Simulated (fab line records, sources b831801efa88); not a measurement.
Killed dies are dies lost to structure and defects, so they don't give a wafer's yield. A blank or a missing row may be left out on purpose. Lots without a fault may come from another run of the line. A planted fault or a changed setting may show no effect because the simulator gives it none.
Chamber matching | flow gf180mcu | GF_V5_CMP_04 on cmp-02: 4 sister chambers
The step polishes SiO2. 16 wafers are shown with their chamber, then 8 later ones without.

WAFERS WITH THEIR CHAMBER
wafer  | chamber | motor_current_A (A)
L541.2 | 0       | 11.8
L541.4 | 1       | 11.9
L541.6 | 0       | 11.9
L542.1 | 2       | 13.7
L542.2 | 3       | 11.2
L542.4 | 1       | 11.2
L555.1 | 0       | 11.7
L555.2 | 3       | 11.2
L555.3 | 1       | 11.5
L556.1 | 1       | 10.8
L556.4 | 2       | 14.0
L556.5 | 2       | 13.2
L557.2 | 1       | 12.2
L557.5 | 2       | 14.0
L557.6 | 1       | 11.4
L560.1 | 0       | 11.8

SIGNATURES (means of the wafers above)
reading         | chamber 0 | chamber 1 | chamber 2 | chamber 3 | scatter within a chamber
motor_current_A | 11.800    | 11.500    | 13.725    | 11.200    | 0.375
Rule: a wafer's distance from a chamber is the root of the sum, over the readings, of the square of ((its reading less the chamber's mean) divided by the reading's scatter). The wafer belongs to the nearest chamber; if the next one is less than 2 further off, it can't be placed. The scatter: the root of (the sum of the squares of (reading less its chamber's mean) over the shown wafers, divided by (wafers less chambers)).

WAFERS WITHOUT THEIR CHAMBER
wafer  | motor_current_A (A)
L560.5 | 11.4
L560.6 | 11.8
L563.2 | 11.8
L563.4 | 11.6
L563.6 | 14.5
L564.2 | 12.7
L564.5 | 12.4
L564.6 | 11.5

WHICH CHAMBER EACH WENT THROUGH
wafer  | from the rows above               | in truth
L560.5 | can't be placed: 1 or 3 or 0      | 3
L560.6 | can't be placed: 0 or 1 or 3      | 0
L563.2 | can't be placed: 0 or 1 or 3      | 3
L563.4 | can't be placed: 1 or 0 or 3      | 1
L563.6 | 2                                 | 2
L564.2 | can't be placed: 0 or 2 or 1 or 3 | 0
L564.5 | can't be placed: 0 or 1 or 3 or 2 | 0
L564.6 | can't be placed: 1 or 0 or 3      | 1
Placed correctly: 1 of 8. Can't be placed from these rows: 7 (the true chamber is among the candidates in 7). Placed wrongly: 0.
